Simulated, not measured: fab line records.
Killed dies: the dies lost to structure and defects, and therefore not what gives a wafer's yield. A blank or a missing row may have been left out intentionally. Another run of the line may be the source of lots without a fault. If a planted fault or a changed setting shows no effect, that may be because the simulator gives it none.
fab line records + flow sky130 + part 2 of 2: steps 33 to 42 of 42
[record]
- lots = 5
- wafers = 15
- last-day = 50
route steps=708 shown VT_ADJUST_HVTR@131 VT_ADJUST_PCH@143 SONOS_TUNNEL@154 SONOS_ONO@168
lots with no fault: from the same line, run without faults
start-h: hours from the record's first day to the start of the lot's first wafer shown + wait-h: hours since the lot's step before + " unchanged from the row above + L1.1+2: a single row standing in for several wafers + - value missing, or start not given + * or withheld: withheld + < > ~ a bound
route shown NAME@n: names a module that has steps shown in the file, with the first one's number in the route + usual: average and standard deviation across the fault-free wafers + same: alike in all rows + chamber/n: place in a boat + sites: readings site by site + _std_site: standard deviation of those values + _edge_site: the outer-site mean with the inner-site mean subtracted + radius-mm: for every site, how far away it sits from the centre of the wafer + mask NAME#n: copy n + behind: the tool/chamber that last shaped the wafer + hold: what put the lot on hold/how long, in hours/how the hold closed + device: transistor that didn't switch, given as n, p or np + end of line: tests of these same wafers at the route's end + a step with no rows: only its recipe + killed: the dies lost at the first sort to structure and to defects; this is not the yield of the wafer + map: shows each die of a wafer: x if killed, . if not, _ if none is there
set.NAME: the run value of the setting; set.NAME@STEP: its run value at that earlier step + model.NAME: the simulator's own value behind a step, which no gauge read
lots at selected steps of the route; one table per step, one row per wafer
services: when a tool's chamber went out of use (start-h, in hours from the record's first day, below 0 if earlier), for how many hours, and the reason
[[steps]]
[step SKY_SONOS_TUNNEL_IMPLANT_09]
[recipe]
- species = B
- energy-kev = 20
- dose-cm2 = 1e+12
- tilt-deg = withheld
[usual]
- beam-on-s = 9.99/0.19
- end-station-pressure-torr = 4.97e-06/2.6e-07
[same]
- implant-ion-amu = 11
| lot.wafer | tool         | chamber | start-h | wait-h | beam-on-s | end-station-pressure-torr |
|-----------|--------------|---------|---------|--------|-----------|---------------------------|
| L078.2    | implanter-02 | 0       | 274.30  | 0.0    | 10.18     | 4.68e-06                  |
| L078.3    | "            | 0       | "       | "      | 10.01     | 4.81e-06                  |
| L078.4    | "            | 0       | "       | "      | 10.22     | 4.66e-06                  |
| L089.1    | implanter-02 | 0       | 370.02  | 0.0    | 9.93      | 4.8e-06                   |
| L089.5    | "            | 0       | "       | "      | 9.95      | 5.11e-06                  |
| L089.6    | "            | 0       | "       | "      | 10.22     | 5.11e-06                  |
| L092.2    | implanter-01 | 0       | 385.90  | 0.0    | 9.74      | 5.26e-06                  |
| L092.5    | "            | 0       | "       | "      | 10.15     | 4.78e-06                  |
| L092.6    | "            | 0       | "       | "      | 9.88      | 4.68e-06                  |
| L093.1    | implanter-01 | 0       | 392.94  | 0.0    | 9.80      | 5.21e-06                  |
| L093.3    | "            | 0       | "       | "      | 10.07     | 4.53e-06                  |
| L093.4    | "            | 0       | "       | "      | 10.22     | 4.89e-06                  |
| L095.3    | implanter-02 | 0       | 413.70  | 0.1    | 9.93      | 4.9e-06                   |
| L095.4    | "            | 0       | "       | "      | 9.67      | 5.29e-06                  |
| L095.6    | "            | 0       | "       | "      | 9.96      | 4.8e-06                   |
[step SKY_SONOS_TUNNEL_WET_ETCH_10]
[recipe]
- chemistry = dHF
- target-depth-nm = 14
- target = SiO2
- dilution = 100:1
- temp-c = 25
- time-s = 280
| lot.wafer  | tool         | chamber | start-h | wait-h |
|------------|--------------|---------|---------|--------|
| L078.2+3+4 | wet-bench-02 | 1       | 274.42  | 0.1    |
| L089.1+5+6 | wet-bench-01 | 3       | 370.17  | 0.1    |
| L092.2+5+6 | wet-bench-01 | 2       | 386.02  | 0.1    |
| L093.1+3+4 | wet-bench-03 | 3       | 393.09  | 0.1    |
| L095.3+4+6 | wet-bench-02 | 2       | 413.80  | 0.1    |
[step SKY_SONOS_TUNNEL_STRIP_11]
[recipe]
- chemistry = SPM
- time-s = 600
- temp-c = 130
| lot.wafer  | tool         | chamber | start-h | wait-h |
|------------|--------------|---------|---------|--------|
| L078.2+3+4 | wet-bench-01 | 0       | 274.51  | 0.0    |
| L089.1+5+6 | wet-bench-03 | 1       | 370.26  | 0.0    |
| L092.2+5+6 | wet-bench-03 | 0       | 386.11  | 0.0    |
| L093.1+3+4 | wet-bench-02 | 0       | 393.27  | 0.0    |
| L095.3+4+6 | wet-bench-01 | 0       | 413.89  | 0.0    |
[step SKY_SONOS_TUNNEL_TW_MEAS_12]
[usual]
- SONOS_TUNNEL_TW = 197.9/1.3
| lot.wafer | tool          | chamber | start-h | wait-h | SONOS_TUNNEL_TW |
|-----------|---------------|---------|---------|--------|-----------------|
| L078.2    | film-metro-01 | -       | 274.69  | 0.0    | 196.9           |
| L078.3    | "             | -       | "       | "      | 195.3           |
| L078.4    | "             | -       | "       | "      | 196.5           |
| L089.1    | film-metro-03 | -       | 370.43  | 0.0    | 198.9           |
| L089.5    | "             | -       | "       | "      | 200.3           |
| L089.6    | "             | -       | "       | "      | 200.0           |
| L092.2    | film-metro-01 | -       | 386.47  | 0.0    | 197.7           |
| L092.5    | "             | -       | "       | "      | 196.7           |
| L092.6    | "             | -       | "       | "      | 197.6           |
| L093.1    | film-metro-03 | -       | 393.45  | 0.0    | 199.5           |
| L093.3    | "             | -       | "       | "      | 199.6           |
| L093.4    | "             | -       | "       | "      | 199.7           |
| L095.3    | film-metro-02 | -       | 414.09  | 0.0    | 197.2           |
| L095.4    | "             | -       | "       | "      | 195.8           |
| L095.6    | "             | -       | "       | "      | 197.6           |
[step SKY_SONOS_TUNNEL_CLEAN_13]
[recipe]
- chemistry = dHF
- time-s = 20
- dilution = 100:1
- dry = ipa-marangoni
| lot.wafer  | tool         | chamber | start-h | wait-h |
|------------|--------------|---------|---------|--------|
| L078.2+3+4 | wet-bench-03 | 2       | 274.74  | 0.0    |
| L089.1+5+6 | wet-bench-02 | 1       | 370.49  | 0.1    |
| L092.2+5+6 | wet-bench-02 | 0       | 386.52  | 0.0    |
| L093.1+3+4 | wet-bench-03 | 2       | 393.51  | 0.1    |
| L095.3+4+6 | wet-bench-03 | 0       | 414.13  | 0.0    |
[step SKY_SONOS_ONO_OXIDATION_00]
[recipe]
- temp-c = 800
- ambient = O2
- idle-temp-c = 700
- ramp-up-c-per-min = 10
- ramp-down-c-per-min = 3
- stabilise-s = 600
- purge-s = 300
- target-thk-a = 26
- ox-time-s = 1249
[usual]
- spike-tc-bottom-C = 820/5.6
- zone-power-top-pct = 25.9/0.31
- zone-power-upper-pct = 12.74/0.16
| lot.wafer | tool       | chamber | start-h | wait-h | spike-tc-bottom-C | zone-power-top-pct | zone-power-upper-pct |
|-----------|------------|---------|---------|--------|-------------------|--------------------|----------------------|
| L078.2    | furnace-02 | 0       | 274.76  | 0.0    | 825               | 25.7               | 12.62                |
| L078.3    | "          | 0       | "       | "      | 825               | 25.8               | 12.77                |
| L078.4    | "          | 0       | "       | "      | 826               | 25.8               | 12.91                |
| L089.1    | furnace-02 | 0       | 371.63  | 1.1    | 827               | 25.7               | 12.67                |
| L089.5    | "          | 0       | "       | "      | 825               | 25.9               | 12.69                |
| L089.6    | "          | 0       | "       | "      | 825               | 26.0               | 12.59                |
| L092.2    | furnace-02 | 0       | 387.38  | 0.9    | 826               | 25.6               | 12.54                |
| L092.5    | "          | 0       | "       | "      | 825               | 25.7               | 12.68                |
| L092.6    | "          | 0       | "       | "      | 826               | 25.8               | 12.59                |
| L093.1    | furnace-02 | 0       | 395.61  | 2.1    | 827               | 26.0               | 12.74                |
| L093.3    | "          | 0       | "       | "      | 825               | 26.1               | 12.74                |
| L093.4    | "          | 0       | "       | "      | 826               | 25.2               | 12.34                |
| L095.3    | furnace-01 | 0       | 415.56  | 1.4    | 814               | 26.3               | 12.78                |
| L095.4    | "          | 0       | "       | "      | 815               | 26.3               | 12.93                |
| L095.6    | "          | 0       | "       | "      | 814               | 26.1               | 12.68                |
[step SKY_SONOS_ONO_THK_MEAS_01]
[recipe]
- reads = SiO2_of_SONOS_ONO_OXIDATION_00
[usual]
- SONOS_ONO_OXIDATION_THK = 2.61/0.051
| lot.wafer | tool          | chamber | start-h | wait-h | SONOS_ONO_OXIDATION_THK[nm] |
|-----------|---------------|---------|---------|--------|-----------------------------|
| L078.2    | film-metro-02 | -       | 276.11  | 0.0    | 2.60                        |
| L078.3    | "             | -       | "       | "      | 2.59                        |
| L078.4    | "             | -       | "       | "      | 2.55                        |
| L089.1    | film-metro-02 | -       | 372.98  | 0.0    | 2.55                        |
| L089.5    | "             | -       | "       | "      | 2.62                        |
| L089.6    | "             | -       | "       | "      | 2.49                        |
| L092.2    | film-metro-04 | -       | 388.74  | 0.0    | 2.62                        |
| L092.5    | "             | -       | "       | "      | 2.58                        |
| L092.6    | "             | -       | "       | "      | 2.60                        |
| L093.1    | film-metro-02 | -       | 396.96  | 0.0    | 2.58                        |
| L093.3    | "             | -       | "       | "      | 2.62                        |
| L093.4    | "             | -       | "       | "      | 2.64                        |
| L095.3    | film-metro-04 | -       | 416.92  | 0.0    | 2.63                        |
| L095.4    | "             | -       | "       | "      | 2.62                        |
| L095.6    | "             | -       | "       | "      | 2.57                        |
[step SKY_SONOS_ONO_CVD_02]
[recipe]
- material = Si3N4
- precursor = DCS/NH3
- target-thk-nm = 10.5
- temp-c = 770
- time-s = 180
- pressure-mtorr = 250
[usual]
- pressure-mtorr = 250.0/0.51
- spike-tc-bottom-C = 790.2/1.5
- zone-power-top-pct = 29.1/0.89
- zone-power-upper-pct = 11.6/0.35
| lot.wafer | tool     | chamber | start-h | wait-h | pressure-mtorr | spike-tc-bottom-C | zone-power-top-pct | zone-power-upper-pct |
|-----------|----------|---------|---------|--------|----------------|-------------------|--------------------|----------------------|
| L078.2    | lpcvd-02 | 0       | 278.03  | 1.9    | 250.6          | 790.4             | 29.5               | 11.4                 |
| L078.3    | "        | 0       | "       | "      | 250.2          | 791.6             | 29.7               | 11.3                 |
| L078.4    | "        | 0       | "       | "      | 249.5          | 791.5             | 29.8               | 11.3                 |
| L089.1    | lpcvd-02 | 1       | 375.70  | 2.7    | 249.0          | 789.3             | 28.3               | 12.0                 |
| L089.5    | "        | 1       | "       | "      | 249.8          | 785.6             | 28.2               | 12.1                 |
| L089.6    | "        | 1       | "       | "      | 249.0          | 788.7             | 28.5               | 12.2                 |
| L092.2    | lpcvd-02 | 1       | 389.23  | 0.5    | 250.9          | 789.5             | 27.9               | 12.0                 |
| L092.5    | "        | 1       | "       | "      | 250.2          | 787.1             | 27.8               | 12.1                 |
| L092.6    | "        | 1       | "       | "      | 249.8          | 788.3             | 27.8               | 12.1                 |
| L093.1    | lpcvd-02 | 0       | 397.02  | 0.1    | 249.3          | 790.8             | 29.3               | 11.4                 |
| L093.3    | "        | 0       | "       | "      | 250.5          | 791.0             | 30.1               | 11.4                 |
| L093.4    | "        | 0       | "       | "      | 249.3          | 791.3             | 30.6               | 11.4                 |
| L095.3    | lpcvd-02 | 1       | 416.96  | 0.0    | 249.5          | 787.7             | 28.3               | 12.2                 |
| L095.4    | "        | 1       | "       | "      | 249.8          | 789.3             | 27.4               | 12.2                 |
| L095.6    | "        | 1       | "       | "      | 250.0          | 788.6             | 27.9               | 12.1                 |
[step SKY_SONOS_ONO_THK_MEAS_03]
[recipe]
- reads = Si3N4_of_SONOS_ONO_CVD_02
[usual]
- SONOS_ONO_CVD_02_THK = 10.55/0.16
| lot.wafer | tool          | chamber | start-h | wait-h | SONOS_ONO_CVD_02_THK[nm] |
|-----------|---------------|---------|---------|--------|--------------------------|
| L078.2    | film-metro-04 | -       | 279.09  | 0.0    | 10.50                    |
| L078.3    | "             | -       | "       | "      | 10.36                    |
| L078.4    | "             | -       | "       | "      | 10.49                    |
| L089.1    | film-metro-01 | -       | 376.75  | 0.0    | 10.21                    |
| L089.5    | "             | -       | "       | "      | 10.28                    |
| L089.6    | "             | -       | "       | "      | 10.26                    |
| L092.2    | film-metro-02 | -       | 390.29  | 0.0    | 10.63                    |
| L092.5    | "             | -       | "       | "      | 10.61                    |
| L092.6    | "             | -       | "       | "      | 10.66                    |
| L093.1    | film-metro-04 | -       | 398.07  | 0.0    | 10.63                    |
| L093.3    | "             | -       | "       | "      | 10.59                    |
| L093.4    | "             | -       | "       | "      | 10.62                    |
| L095.3    | film-metro-04 | -       | 418.03  | 0.0    | 10.59                    |
| L095.4    | "             | -       | "       | "      | 10.29                    |
| L095.6    | "             | -       | "       | "      | 10.28                    |
[step SKY_SONOS_ONO_CVD_04]
[recipe]
- material = SiO2
- precursor = SiH4/N2O
- target-thk-nm = 5.7199
- temp-c = 900
- pressure-mtorr = 400
[usual]
- pressure-mtorr = 400.2/0.81
- spike-tc-bottom-C = 916/4
- zone-power-top-pct = 34.2/0.39
- zone-power-upper-pct = 17.0/1.3
| lot.wafer | tool     | chamber | start-h | wait-h | pressure-mtorr | spike-tc-bottom-C | zone-power-top-pct | zone-power-upper-pct |
|-----------|----------|---------|---------|--------|----------------|-------------------|--------------------|----------------------|
| L078.2    | lpcvd-03 | 1       | 279.14  | 0.0    | 400.3          | 921               | 34.4               | 15.6                 |
| L078.3    | "        | 1       | "       | "      | 401.5          | 921               | 33.4               | 15.5                 |
| L078.4    | "        | 1       | "       | "      | 400.9          | 921               | 34.3               | 15.7                 |
| L089.1    | lpcvd-03 | 1       | 376.81  | 0.1    | 399.8          | 921               | 34.5               | 15.3                 |
| L089.5    | "        | 1       | "       | "      | 400.8          | 920               | 33.5               | 15.5                 |
| L089.6    | "        | 1       | "       | "      | 401.5          | 920               | 34.6               | 15.4                 |
| L092.2    | lpcvd-03 | 0       | 390.34  | 0.0    | 399.5          | 913               | 33.8               | 18.3                 |
| L092.5    | "        | 0       | "       | "      | 399.8          | 914               | 33.8               | 18.2                 |
| L092.6    | "        | 0       | "       | "      | 400.7          | 914               | 34.3               | 18.1                 |
| L093.1    | lpcvd-03 | 0       | 398.13  | 0.1    | 399.2          | 914               | 34.5               | 18.1                 |
| L093.3    | "        | 0       | "       | "      | 399.6          | 914               | 34.1               | 18.1                 |
| L093.4    | "        | 0       | "       | "      | 399.7          | 913               | 34.5               | 18.2                 |
| L095.3    | lpcvd-03 | 0       | 418.07  | 0.0    | 400.0          | 913               | 34.7               | 18.4                 |
| L095.4    | "        | 0       | "       | "      | 399.9          | 914               | 34.3               | 18.4                 |
| L095.6    | "        | 0       | "       | "      | 399.7          | 913               | 34.5               | 18.1                 |
[[services]]
| tool             | chamber | start-h | hours | kind   |
|------------------|---------|---------|-------|--------|
| furnace-02       | -       | 193.63  | 4.0   | pm     |
| plasma-asher-02  | -       | 204.79  | 2.6   | repair |
| iline-stepper-02 | -       | 205.57  | 1.6   | repair |
| iline-stepper-01 | -       | 210.57  | 1.7   | pm     |
| iline-stepper-01 | -       | 219.16  | 8.9   | repair |
| implanter-03     | -       | 231.05  | 3.2   | repair |
| furnace-02       | -       | 236.06  | 16.0  | pm     |
| plasma-asher-04  | -       | 241.92  | 9.0   | repair |
| furnace-02       | -       | 252.05  | 2.7   | pm     |
| lpcvd-03         | -       | 252.19  | 2.0   | repair |
| plasma-asher-02  | -       | 262.18  | 0.8   | repair |
| implanter-02     | -       | 303.84  | 5.3   | repair |
| wet-bench-02     | -       | 309.12  | 1.9   | pm     |
| furnace-02       | -       | 311.63  | 3.6   | pm     |
| implanter-02     | -       | 316.37  | 5.0   | repair |
| implanter-03     | -       | 322.37  | 2.4   | repair |
| implanter-02     | -       | 324.13  | 2.5   | repair |
| wet-bench-01     | -       | 330.35  | 2.7   | repair |
| plasma-asher-02  | -       | 351.98  | 2.8   | pm     |
| iline-stepper-02 | -       | 361.57  | 1.7   | pm     |
| lpcvd-03         | -       | 369.86  | 0.9   | repair |
| implanter-02     | -       | 377.22  | 2.0   | repair |
| furnace-02       | -       | 408.55  | 3.1   | pm     |
| wet-bench-03     | -       | 412.91  | 1.0   | repair |
